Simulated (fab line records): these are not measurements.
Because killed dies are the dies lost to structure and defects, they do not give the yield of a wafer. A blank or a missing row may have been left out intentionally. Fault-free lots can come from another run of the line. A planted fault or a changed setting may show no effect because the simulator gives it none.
Matching of chambers / flow sky130 / cmp-02 running SKY_VIA3_CMP_02: 4 sister chambers
The step polishes SiO2. 20 wafers are shown with their chamber, then 10 later ones without.

WAFERS WITH THEIR CHAMBER
wafer=L074.2; chamber=2; motor-current-A (A)=11.5; slurry-filter-dp-kPa (kPa)=13.59
wafer=L074.4; chamber=1; motor-current-A (A)=12.6; slurry-filter-dp-kPa (kPa)=13.48
wafer=L074.5; chamber=2; motor-current-A (A)=12.1; slurry-filter-dp-kPa (kPa)=13.46
wafer=L076.1; chamber=1; motor-current-A (A)=12.1; slurry-filter-dp-kPa (kPa)=13.47
wafer=L076.2; chamber=0; motor-current-A (A)=10.7; slurry-filter-dp-kPa (kPa)=13.28
wafer=L076.6; chamber=0; motor-current-A (A)=11.0; slurry-filter-dp-kPa (kPa)=13.49
wafer=L086.1; chamber=2; motor-current-A (A)=11.8; slurry-filter-dp-kPa (kPa)=13.45
wafer=L086.2; chamber=1; motor-current-A (A)=12.7; slurry-filter-dp-kPa (kPa)=13.49
wafer=L086.5; chamber=1; motor-current-A (A)=12.3; slurry-filter-dp-kPa (kPa)=13.22
wafer=L087.1; chamber=2; motor-current-A (A)=12.2; slurry-filter-dp-kPa (kPa)=13.19
wafer=L087.3; chamber=0; motor-current-A (A)=10.5; slurry-filter-dp-kPa (kPa)=13.34
wafer=L087.6; chamber=0; motor-current-A (A)=11.1; slurry-filter-dp-kPa (kPa)=13.22
wafer=L089.1; chamber=3; motor-current-A (A)=10.3; slurry-filter-dp-kPa (kPa)=13.46
wafer=L089.4; chamber=0; motor-current-A (A)=10.6; slurry-filter-dp-kPa (kPa)=13.49
wafer=L089.5; chamber=1; motor-current-A (A)=13.2; slurry-filter-dp-kPa (kPa)=13.37
wafer=L091.2; chamber=0; motor-current-A (A)=11.1; slurry-filter-dp-kPa (kPa)=13.66
wafer=L091.3; chamber=3; motor-current-A (A)=10.2; slurry-filter-dp-kPa (kPa)=13.45
wafer=L091.6; chamber=1; motor-current-A (A)=12.8; slurry-filter-dp-kPa (kPa)=13.55
wafer=L088.1; chamber=2; motor-current-A (A)=12.2; slurry-filter-dp-kPa (kPa)=13.43
wafer=L088.4; chamber=1; motor-current-A (A)=12.9; slurry-filter-dp-kPa (kPa)=13.51

SIGNATURES, as means of the wafers listed above
reading=motor-current-A; chamber 0=10.833; chamber 1=12.657; chamber 2=11.960; chamber 3=10.250; scatter within a chamber=0.311
reading=slurry-filter-dp-kPa; chamber 0=13.4133; chamber 1=13.4414; chamber 2=13.4240; chamber 3=13.4550; scatter within a chamber=0.135
Rule: for each reading, subtract the chamber's mean from the wafer's reading, divide by that reading's scatter and square the result; add these up over the readings and take the root, which gives the wafer's distance from the chamber. The wafer belongs to the nearest chamber; if the next one is less than 2 further off, it can't be placed. The scatter is the square root of a quotient: the sum, over the shown wafers, of each reading's squared deviation from its chamber's mean, divided by wafers minus chambers.

WAFERS WITH NO CHAMBER GIVEN
wafer=L088.5; motor-current-A (A)=11.0; slurry-filter-dp-kPa (kPa)=13.68
wafer=L092.1; motor-current-A (A)=12.5; slurry-filter-dp-kPa (kPa)=13.60
wafer=L092.3; motor-current-A (A)=12.0; slurry-filter-dp-kPa (kPa)=13.26
wafer=L092.4; motor-current-A (A)=10.4; slurry-filter-dp-kPa (kPa)=13.47
wafer=L095.3; motor-current-A (A)=12.4; slurry-filter-dp-kPa (kPa)=13.32
wafer=L095.4; motor-current-A (A)=11.0; slurry-filter-dp-kPa (kPa)=13.69
wafer=L095.6; motor-current-A (A)=10.8; slurry-filter-dp-kPa (kPa)=13.83
wafer=L096.1; motor-current-A (A)=12.5; slurry-filter-dp-kPa (kPa)=13.47
wafer=L096.2; motor-current-A (A)=11.8; slurry-filter-dp-kPa (kPa)=13.53
wafer=L096.3; motor-current-A (A)=10.4; slurry-filter-dp-kPa (kPa)=13.49

CHAMBER TAKEN BY EACH
wafer=L088.5; from the rows above=can't be placed: 0 or 3 or 2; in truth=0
wafer=L092.1; from the rows above=can't be placed: 1 or 2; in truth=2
wafer=L092.3; from the rows above=can't be placed: 2 or 1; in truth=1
wafer=L092.4; from the rows above=can't be placed: 3 or 0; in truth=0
wafer=L095.3; from the rows above=can't be placed: 1 or 2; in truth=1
wafer=L095.4; from the rows above=can't be placed: 0 or 3 or 2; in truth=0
wafer=L095.6; from the rows above=can't be placed: 0 or 3 or 2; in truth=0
wafer=L096.1; from the rows above=can't be placed: 1 or 2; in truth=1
wafer=L096.2; from the rows above=can't be placed: 2 or 1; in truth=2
wafer=L096.3; from the rows above=can't be placed: 3 or 0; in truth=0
Correctly placed: 0 of 10. Not placeable from these rows: 10 (in 10, the candidates include the true chamber). 0 placed wrongly.
